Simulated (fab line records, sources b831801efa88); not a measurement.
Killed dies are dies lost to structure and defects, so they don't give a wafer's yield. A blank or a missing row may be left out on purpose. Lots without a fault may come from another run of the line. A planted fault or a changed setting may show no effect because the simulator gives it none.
fab line records | flow sky130
record lots=6 wafers=18 last_day=50
route steps=708 shown NWELL@82 PWDE@84 VT_ADJUST_HVTP@85 VT_ADJUST_LVTN@97 PAD_OPEN@708
lots that met no fault: from a run of the same line without faults
start_h: hours from the record's first day to the start of the lot's first wafer shown | wait_h: hours since the lot's step before | " the same as in the row above | L1.1+2: a row that stands for several wafers | - no value, or no start given | * or withheld: withheld | < > ~ a bound
route shown NAME@n: a module of which the file shows steps, and the number in the route of the first | usual: mean/standard deviation of fault-free wafers | same: alike in all rows | chamber/n: place in a boat | sites: the reading at each site | _std_site: their standard deviation | _edge_site: outer sites' mean less inner sites' | radius_mm: how far each site lies from the wafer's centre | mask NAME#n: copy n | behind: the tool/chamber that last shaped the wafer | hold: why the lot was held/for how many hours/how that ended | device: the transistor (n, p or np) that didn't switch | end of line: the same wafers' tests at the end of the route | a step without rows: its recipe alone | killed: dies lost to structure and defects at the first sort, not the wafer's yield | map: a wafer's dies, x killed, . not, _ none there
set.NAME: the setting as run; set.NAME@STEP: as run at that earlier step | model.NAME: the simulator's own value behind a step, which no gauge read
lots at some steps of the route; a table a step, a row a wafer
services: from which hour (start_h, from the record's first day; less than 0 if before it) a tool's chamber was out of use, for how many hours, and why
## steps
# step SKY_NWELL_RS_MEAS_29
# recipe thk_meas_gauge=four-point-probe
# usual NWELL_RS=623.7/1.9
# columns lot.wafer tool chamber start_h wait_h NWELL_RS[ohm/sq]
L538.2 film_metro-02 - 108.30 0.1 624.7
L538.4 " - " " 625.3
L538.5 " - " " 624.9
L545.1 film_metro-02 - 145.84 0.1 625.4
L545.2 " - " " 627.5
L545.5 " - " " 624.5
L552.1 film_metro-03 - 188.46 0.1 624.0
L552.4 " - " " 622.5
L552.6 " - " " 623.3
L554.1 film_metro-04 - 202.39 0.1 625.6
L554.2 " - " " 626.0
L554.5 " - " " 624.0
L555.3 film_metro-02 - 207.10 0.1 625.9
L555.5 " - " " 626.0
L555.6 " - " " 627.0
L560.2 film_metro-02 - 238.97 0.1 621.7
L560.5 " - " " 621.0
L560.6 " - " " 621.8
# step SKY_NWELL_RS_MEAS_31
# recipe thk_meas_gauge=four-point-probe
# usual PWDE_RS=5226/18
# columns lot.wafer tool chamber start_h wait_h PWDE_RS[ohm/sq]
L538.2 film_metro-02 - 108.54 0.1 5238
L538.4 " - " " 5259
L538.5 " - " " 5239
L545.1 film_metro-02 - 146.08 0.1 5215
L545.2 " - " " 5214
L545.5 " - " " 5210
L552.1 film_metro-03 - 188.70 0.1 5250
L552.4 " - " " 5208
L552.6 " - " " 5247
L554.1 film_metro-04 - 202.63 0.1 5215
L554.2 " - " " 5204
L554.5 " - " " 5215
L555.3 film_metro-02 - 207.34 0.1 5196
L555.5 " - " " 5216
L555.6 " - " " 5177
L560.2 film_metro-02 - 239.21 0.1 5223
L560.5 " - " " 5221
L560.6 " - " " 5211
# step SKY_VT_ADJUST_HVTP_DEHYDRATE_00
# recipe temp_c=200 time_s=60
# step SKY_VT_ADJUST_HVTP_HMDS_01
# recipe prime_time_s=60 prime_temp_c=120
# step SKY_VT_ADJUST_HVTP_COAT_02
# recipe resist=NOVOLAK spin_rpm=3000 resist_thk_nm=1140
# step SKY_VT_ADJUST_HVTP_SOFTBAKE_03
# recipe temp_c=90 time_s=60 resist=NOVOLAK
# step SKY_VT_ADJUST_HVTP_EXPOSE_04
# recipe mask_id=HVTPM na=0.6 source_shape=conventional sigma_outer=0.6 polarization=unpolarized target_cd_nm=380 dose_mj=140
# step SKY_VT_ADJUST_HVTP_PEB_05
# recipe temp_c=withheld time_s=* resist=NOVOLAK
# step SKY_VT_ADJUST_HVTP_DEVELOP_06
# recipe resist=NOVOLAK developer=TMAH develop_time_s=60 dev_temp_c=23
# step SKY_VT_ADJUST_HVTP_CD_MEAS_07
# recipe target_cd_nm=380
# usual cd_nm=380.3/2.6
# columns lot.wafer tool chamber start_h wait_h cd_nm
L538.2 cd_sem-02 - 127.18 0.1 377.6
L538.4 " - " " 377.9
L538.5 " - " " 374.7
L545.1 cd_sem-01 - 165.50 0.1 379.9
L545.2 " - " " 378.5
L545.5 " - " " 379.7
L552.1 cd_sem-02 - 209.70 0.1 381.5
L552.4 " - " " 382.1
L552.6 " - " " 381.6
L554.1 cd_sem-02 - 223.92 0.1 383.6
L554.2 " - " " 382.2
L554.5 " - " " 382.6
L555.3 cd_sem-01 - 229.00 0.1 381.3
L555.5 " - " " 385.2
L555.6 " - " " 382.2
L560.2 cd_sem-02 - 261.48 0.1 382.5
L560.5 " - " " 379.9
L560.6 " - " " 380.6
# step SKY_VT_ADJUST_HVTP_OVL_MEAS_08
# usual VT_ADJUST_HVTP_OVL=0.4/1.4
# columns lot.wafer tool chamber start_h wait_h VT_ADJUST_HVTP_OVL[nm]
L538.2 overlay-01 - 127.29 0.1 -1.0
L538.4 " - " " 0.1
L538.5 " - " " -1.7
L545.1 overlay-02 - 165.62 0.1 -1.2
L545.2 " - " " -1.6
L545.5 " - " " -2.0
L552.1 overlay-01 - 209.82 0.1 1.0
L552.4 " - " " 1.7
L552.6 " - " " 1.5
L554.1 overlay-01 - 224.04 0.1 1.2
L554.2 " - " " -1.5
L554.5 " - " " -1.5
L555.3 overlay-01 - 229.09 0.1 1.8
L555.5 " - " " 2.8
L555.6 " - " " 3.0
L560.2 overlay-02 - 261.58 0.1 1.3
L560.5 " - " " 2.4
L560.6 " - " " 2.6
# step SKY_VT_ADJUST_HVTP_IMPLANT_09
# recipe species=As energy_kev=150 dose_cm2=4.3e+12 tilt_deg=withheld
# usual dose_ions_cm2=4.3e+12/5.1e+09 faraday_current_uA=24.2/0.47
# columns lot.wafer tool chamber start_h wait_h dose_ions_cm2 faraday_current_uA
L538.2 implanter-04 0 127.34 0.0 4.306e+12 23.3
L538.4 " 0 " " 4.309e+12 24.6
L538.5 " 0 " " 4.307e+12 24.1
L545.1 implanter-03 0 165.66 0.0 4.296e+12 24.2
L545.2 " 0 " " 4.293e+12 24.5
L545.5 " 0 " " 4.306e+12 23.3
L552.1 implanter-03 0 209.86 0.0 8.273e+12 46.5
L552.4 " 0 " " 8.266e+12 45.0
L552.6 " 0 " " 8.268e+12 46.3
L554.1 implanter-04 0 224.08 0.0 4.302e+12 24.5
L554.2 " 0 " " 4.296e+12 23.9
L554.5 " 0 " " 4.301e+12 24.5
L555.3 implanter-03 0 229.16 0.1 8.272e+12 47.3
L555.5 " 0 " " 8.269e+12 47.5
L555.6 " 0 " " 8.272e+12 46.8
L560.2 implanter-01 0 261.64 0.0 4.305e+12 24.2
L560.5 " 0 " " 4.308e+12 24.3
L560.6 " 0 " " 4.311e+12 23.8
# step SKY_VT_ADJUST_HVTP_STRIP_10
# recipe chemistry=O2/N2 power_w=1400 pressure_mtorr=1500 platen_temp_c=withheld o2_flow_sccm=3000 n2_flow_sccm=300 overash_fraction=0.5
# usual chamber_pressure_mTorr=1500.0/1.3 drypump_motor_current_A=5.5/0.41 oes_product_au=0.716/0.0041 strip_time_to_endpoint_s=14.20/0.039
# columns lot.wafer tool chamber start_h wait_h chamber_pressure_mTorr drypump_motor_current_A oes_product_au rf_hours_counter_h strip_time_to_endpoint_s
L538.2 plasma_asher-02 0 127.47 0.1 1499.6 5.6 0.708 1 14.22
L538.4 " 0 " " 1500.7 5.6 0.714 - 14.25
L538.5 " 1 " " 1499.2 5.4 0.707 - 14.26
L545.1 plasma_asher-02 0 165.81 0.1 1500.8 5.6 0.713 5 14.23
L545.2 " 1 " " 1498.3 5.4 0.712 5 14.21
L545.5 " 1 " " 1500.2 5.4 0.715 - 14.22
L552.1 plasma_asher-02 1 210.01 0.1 1499.9 5.4 0.720 9 14.17
L552.4 " 1 " " 1499.2 5.3 0.717 - 14.16
L552.6 " 1 " " 1500.6 5.3 0.713 - 14.17
L554.1 plasma_asher-03 0 224.23 0.1 1499.9 4.9 0.716 40 14.21
L554.2 " 1 " " 1501.7 5.9 0.714 40 14.22
L554.5 " 1 " " 1498.3 5.9 0.715 - 14.20
L555.3 plasma_asher-02 0 229.30 0.1 1499.4 5.6 0.719 - 14.25
L555.5 " 1 " " 1502.3 5.4 0.713 - 14.20
L555.6 " 0 " " 1500.2 5.6 0.715 - 14.23
L560.2 plasma_asher-03 0 261.76 0.1 1496.6 4.9 0.722 44 14.12
L560.5 " 1 " " 1499.9 5.9 0.714 - 14.24
L560.6 " 0 " " 1499.0 4.9 0.722 - 14.14
# step SKY_VT_ADJUST_HVTP_TW_MEAS_11
# usual VT_ADJUST_HVTP_TW=1355/5.9
# columns lot.wafer tool chamber start_h wait_h VT_ADJUST_HVTP_TW
L538.2 film_metro-02 - 127.58 0.1 1352
L538.4 " - " " 1358
L538.5 " - " " 1349
L545.1 film_metro-02 - 165.91 0.1 1351
L545.2 " - " " 1353
L545.5 " - " " 1352
L552.1 film_metro-02 - 210.11 0.1 1673
L552.4 " - " " 1683
L552.6 " - " " 1680
L554.1 film_metro-02 - 224.33 0.1 1363
L554.2 " - " " 1357
L554.5 " - " " 1352
L555.3 film_metro-03 - 229.38 0.1 1670
L555.5 " - " " 1672
L555.6 " - " " 1666
L560.2 film_metro-01 - 261.87 0.1 1363
L560.5 " - " " 1364
L560.6 " - " " 1362
# step SKY_VT_ADJUST_LVTN_DEHYDRATE_00
# recipe temp_c=200 time_s=60
# step SKY_PAD_OPEN_PROBE_99
# usual killed_at_M0_to_M3=44/6.8 killed_at_M4_up=3.1/1.9 killed_at_contacts=25/5.9 killed_at_front_end=15/4.3 killed_at_other=0.2/0.51 killed_dies=87/11 killed_open=47/7.9 killed_short=39/6.4
# same gross_dies=492 killed_at_back_side=0
# columns lot.wafer tool chamber start_h wait_h killed_at_M0_to_M3 killed_at_M4_up killed_at_contacts killed_at_front_end killed_at_other killed_dies killed_open killed_short model.etest.tip_p.rs_ohm_sq model.etest.pfet_01v8.r_on_ohm_um model.etest.pfet_01v8.drive_ua_um model.etest.pfet_01v8_mvt.drive_ua_um model.etest.pfet_01v8_hvt.drive_ua_um model.etest.sram_pfet_latch.drive_ua_um model.etest.ring_1v8.delay_ps model.etest.pfet_01v8.off_log10_a_um
L538.2 prober-02 - 1081.38 0.1 45 2 23 16 0 86 49 37 6972 2941 185.6 147.3 138.5 141.5 21.91 -10.28
L538.4 prober-02 - 1081.48 0.2 50 3 23 20 0 96 57 39 6981 2980 185.1 146.4 138.3 144.8 22 -10.2
L538.5 prober-02 - 1081.53 0.2 49 0 26 23 0 98 55 43 6998 2882 190.2 150.7 142 145.9 21.4 -10.18
L545.1 prober-02 - 1120.34 0.1 44 3 28 10 0 85 49 36 6998 2929 190.1 147.5 141.6 144.8 21.4 -9.868
L545.2 prober-02 - 1120.39 0.1 34 2 20 11 2 69 40 29 7001 2921 191.3 148 142.4 139.7 21.17 -9.59
L545.5 prober-02 - 1120.54 0.2 48 2 29 14 0 93 55 38 6948 2950 189.3 147.9 140.1 131 21.49 -9.995
L552.1 prober-01 - 1160.94 0.1 43 2 27 10 0 82 44 38 8992 3664 125.1 90.31 97.65 95.57 27.56 -12.81
L552.4 prober-01 - 1161.09 0.2 43 4 19 15 1 82 46 36 9038 3681 123.2 88.75 96.29 101.1 27.97 -12.58
L552.6 prober-01 - 1161.19 0.2 50 3 22 13 0 88 49 39 9095 3602 126.7 91.46 98.78 97.8 27.17 -12.66
L554.1 prober-01 - 1165.05 0.1 44 2 23 14 1 84 46 38 6881 2834 197.8 153.6 146.8 148.2 20.7 -9.259
L554.2 prober-01 - 1165.10 0.1 48 3 26 9 0 86 52 34 6876 2874 196.3 150.5 145.8 144.5 21.05 -9.361
L554.5 prober-01 - 1165.25 0.2 55 3 23 17 1 99 53 46 6887 2849 196.2 151.8 146 143.9 20.91 -9.313
L555.3 prober-02 - 1166.18 0.2 50 4 26 11 1 92 47 45 8829 3576 130.1 94.52 99.6 100.1 26.98 -12.4
L555.5 prober-02 - 1166.28 0.2 47 3 30 26 0 106 52 54 8877 3623 129.1 94.85 99.92 107.2 27.53 -12.64
L555.6 prober-02 - 1166.33 0.2 48 3 21 23 0 95 51 44 8834 3497 134.1 97.5 103.1 109.8 26.68 -12.66
L560.2 prober-01 - 1196.53 0.1 39 5 16 10 0 70 39 31 6933 2949 186 147.1 139.1 136.2 21.46 -9.951
L560.5 prober-01 - 1196.68 0.2 40 4 21 15 1 81 41 40 6908 2944 185.2 147.3 139.2 138.3 21.7 -10.19
L560.6 prober-01 - 1196.73 0.2 46 2 21 13 0 82 44 38 6940 2934 189.4 147.1 143.9 144 20.74 -9.7
# killed by level:class
L538.2 VIA1:geometric_particle:open=12 CONTACT:geometric_particle:open=9 LI_CONTACT:geometric_particle:open=7 METAL2:geometric_particle:short=7 VIA2:geometric_particle:open=6 FIELD_ISO:geometric_particle:short=5 FIELD_ISO:geometric_particle:open=5 METAL3:geometric_particle:short=5
L538.4 VIA1:geometric_particle:open=12 VIA2:geometric_particle:open=11 CONTACT:geometric_particle:open=8 FIELD_ISO:geometric_particle:open=5 CONTACT:geometric_particle:short=5 VIA3:geometric_particle:open=5 POLY_GATE:geometric_particle:short=4 LI_CONTACT:geometric_particle:open=4
L538.5 VIA1:geometric_particle:open=18 LI_CONTACT:geometric_particle:open=11 METAL1:geometric_particle:short=8 POLY_GATE:geometric_particle:short=6 VIA2:geometric_particle:open=5 CONTACT:geometric_particle:short=5 METAL2:geometric_particle:short=5 FIELD_ISO:geometric_particle:open=4
L545.1 CONTACT:geometric_particle:open=15 VIA1:geometric_particle:open=9 LI_CONTACT:geometric_particle:open=7 METAL1:geometric_particle:short=6 VIA1:geometric_particle:short=6 VIA2:geometric_particle:open=6 METAL2:geometric_particle:short=4 VIA3:geometric_particle:open=4
L545.2 VIA1:geometric_particle:open=9 CONTACT:geometric_particle:open=9 METAL2:geometric_particle:short=6 POLY_GATE:geometric_particle:open=5 VIA3:geometric_particle:open=5 LI_CONTACT:geometric_particle:open=4 CONTACT:geometric_particle:short=3 VIA1:geometric_particle:short=3
L545.5 VIA1:geometric_particle:open=15 FIELD_ISO:geometric_particle:open=9 LI_CONTACT:geometric_particle:open=9 CONTACT:geometric_particle:open=8 VIA2:geometric_particle:open=8 METAL2:geometric_particle:short=7 CONTACT:geometric_particle:short=6 LOCAL_INTERCONNECT:geometric_particle:short=4
L552.1 VIA1:geometric_particle:open=13 CONTACT:geometric_particle:open=8 LOCAL_INTERCONNECT:geometric_particle:short=6 CONTACT:geometric_particle:short=6 METAL2:geometric_particle:short=6 VIA1:geometric_particle:short=5 FIELD_ISO:geometric_particle:open=4 LI_CONTACT:geometric_particle:open=4
L552.4 VIA3:geometric_particle:open=10 VIA1:geometric_particle:open=9 CONTACT:geometric_particle:open=7 VIA1:geometric_particle:short=7 METAL2:geometric_particle:short=6 FIELD_ISO:geometric_particle:open=5 METAL1:geometric_particle:short=4 METAL4:geometric_particle:short=4
L552.6 VIA1:geometric_particle:open=8 LI_CONTACT:geometric_particle:open=8 VIA3:geometric_particle:open=7 METAL2:geometric_particle:short=5 METAL1:geometric_particle:short=5 VIA2:geometric_particle:open=5 FIELD_ISO:geometric_particle:short=4 LOCAL_INTERCONNECT:geometric_particle:short=4
L554.1 VIA1:geometric_particle:open=10 CONTACT:geometric_particle:open=8 VIA3:geometric_particle:open=8 LOCAL_INTERCONNECT:geometric_particle:short=7 FIELD_ISO:geometric_particle:short=6 LI_CONTACT:geometric_particle:open=5 METAL2:geometric_particle:short=5 VIA2:geometric_particle:short=5
L554.2 VIA1:geometric_particle:open=14 LI_CONTACT:geometric_particle:open=8 VIA3:geometric_particle:open=8 VIA2:geometric_particle:open=7 LOCAL_INTERCONNECT:geometric_particle:short=6 CONTACT:geometric_particle:open=6 METAL2:geometric_particle:short=6 VIA1:geometric_particle:short=5
L554.5 VIA1:geometric_particle:open=11 CONTACT:geometric_particle:open=9 LI_CONTACT:geometric_particle:open=8 VIA1:geometric_particle:short=7 VIA2:geometric_particle:open=7 VIA3:geometric_particle:short=7 VIA3:geometric_particle:open=7 POLY_GATE:geometric_particle:short=6
L555.3 VIA3:geometric_particle:open=11 VIA1:geometric_particle:open=10 LOCAL_INTERCONNECT:geometric_particle:short=9 METAL2:geometric_particle:short=6 CONTACT:geometric_particle:open=6 CONTACT:geometric_particle:short=6 POLY_GATE:geometric_particle:open=4 LI_CONTACT:geometric_particle:open=4
L555.5 CONTACT:geometric_particle:open=12 VIA2:geometric_particle:open=8 VIA1:geometric_particle:open=8 POLY_GATE:geometric_particle:short=8 LI_CONTACT:geometric_particle:open=7 FIELD_ISO:geometric_particle:short=6 POLY_GATE:geometric_particle:open=5 LOCAL_INTERCONNECT:geometric_particle:short=5
L555.6 VIA1:geometric_particle:open=13 POLY_GATE:geometric_particle:short=7 CONTACT:geometric_particle:open=6 VIA1:geometric_particle:short=6 VIA3:geometric_particle:open=6 FIELD_ISO:geometric_particle:open=5 FIELD_ISO:geometric_particle:short=5 METAL1:geometric_particle:short=5
L560.2 VIA1:geometric_particle:open=12 VIA3:geometric_particle:open=8 CONTACT:geometric_particle:short=6 LI_CONTACT:geometric_particle:open=4 CONTACT:geometric_particle:open=4 METAL1:geometric_particle:short=4 METAL4:geometric_particle:short=4 FIELD_ISO:geometric_particle:short=3
L560.5 CONTACT:geometric_particle:short=7 CONTACT:geometric_particle:open=7 METAL1:geometric_particle:short=6 VIA2:geometric_particle:open=6 VIA3:geometric_particle:open=6 FIELD_ISO:geometric_particle:open=5 POLY_GATE:geometric_particle:open=5 VIA3:geometric_particle:short=5
L560.6 VIA3:geometric_particle:open=9 CONTACT:geometric_particle:open=8 VIA2:geometric_particle:open=8 VIA1:geometric_particle:open=8 FIELD_ISO:geometric_particle:short=7 METAL2:geometric_particle:short=6 CONTACT:geometric_particle:short=5 LI_CONTACT:geometric_particle:open=5
## services
# columns tool chamber start_h hours kind
plasma_asher-02 - 108.75 9.0 pm
plasma_asher-02 0 108.75 9.0 vent_cycle
plasma_asher-02 1 108.75 9.0 vent_cycle
plasma_asher-02 0 117.75 - clean
plasma_asher-02 1 117.75 - clean
plasma_asher-02 - 135.51 2.7 repair
implanter-04 - 160.81 3.8 pm
implanter-04 - 166.43 1.2 repair
implanter-04 - 178.19 5.1 repair
plasma_asher-02 - 217.26 1.2 repair
implanter-01 - 221.91 4.9 pm
implanter-01 - 233.20 2.2 pm
implanter-04 - 241.87 2.8 repair
## key
first_sign step=SKY_VT_ADJUST_HVTP_IMPLANT_09 reading=dose_ions_cm2 direction=up sigmas=99+ usual=* struck=*
effect step=SKY_VT_ADJUST_HVTP_IMPLANT_09 reading=faraday_current_uA direction=up sigmas=48 usual=24.2 struck=46.6
effect step=SKY_VT_ADJUST_HVTP_TW_MEAS_11 reading=VT_ADJUST_HVTP_TW direction=up sigmas=54 usual=1355 struck=1674
model_effect step=SKY_PAD_OPEN_PROBE_99 value=etest.tip_p.rs_ohm_sq without=6836 struck=8944
met_at SKY_VT_ADJUST_HVTP_IMPLANT_09
struck_wafers L552.1,L552.4,L552.6,L555.3,L555.5,L555.6
tester_left_out L552,L555
onset_between 165.66 209.86
fault kind=process_parameter_drift tool=implanter-03 chamber=- onset_h=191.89 steps=SKY_VT_ADJUST_HVTP_IMPLANT_09 channel=dose_cm2 offset=* shape=step end_h=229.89 acts_in=* stated=*
# tester_left_out: of these lots the tester's yield and bins aren't shown, on N5 and GAA mostly nor the transistor test; their killed dies are dies lost to structure and defects alone, not to doping, threshold or leakage, so they don't give the yield
